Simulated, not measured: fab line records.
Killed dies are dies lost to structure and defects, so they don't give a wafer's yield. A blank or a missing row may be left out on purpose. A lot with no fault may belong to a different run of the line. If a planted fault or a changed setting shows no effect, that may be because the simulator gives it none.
Matching of chambers    flow sky130    SKY_PASSIVATION_CVD_00 on pecvd-01: 3 sister chambers
The step deposits SiO2, target thk 90 nm. 14 wafers are shown with their chamber, then 7 later ones without.

WAFERS WITH THEIR CHAMBER
wafer   chamber  heater_power_w (W)
L857.1  1        700
L857.3  2        663
L857.5  1        681
L859.1  2        680
L859.3  1        686
L859.6  0        722
L862.3  2        671
L862.4  1        652
L862.5  0        813
L864.2  2        691
L864.4  2        702
L864.5  1        763
L868.1  0        830
L868.3  1        707

SIGNATURES (averages over the wafers above)
reading         chamber 0  chamber 1  chamber 2  scatter within a chamber
heater_power_w  788.33     698.17     681.40     36.4
Rule: a wafer's distance from a chamber is the root of the sum, over the readings, of the square of ((its reading less the chamber's mean) divided by the reading's scatter). The wafer belongs to the nearest chamber; if the next one is less than 2 further off, it can't be placed. The scatter: take each reading less its chamber's mean, square it, sum over the shown wafers, divide by the number of wafers less the number of chambers, and take the root.

WAFERS WHOSE CHAMBER IS MISSING
wafer   heater_power_w (W)
L868.5  821
L877.2  827
L877.3  706
L877.5  815
L879.1  631
L879.4  739
L879.5  795

CHAMBER TAKEN BY EACH
wafer   from the rows above           in truth
L868.5  0                             0
L877.2  0                             0
L877.3  can't be placed: 1 or 2       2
L877.5  0                             0
L879.1  can't be placed: 2 or 1       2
L879.4  can't be placed: 1 or 0 or 2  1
L879.5  0                             0
4 of 7 placed correctly. From these rows, 3 cannot be placed; in 3 the true chamber is one of the candidates. Number placed wrongly: 0.
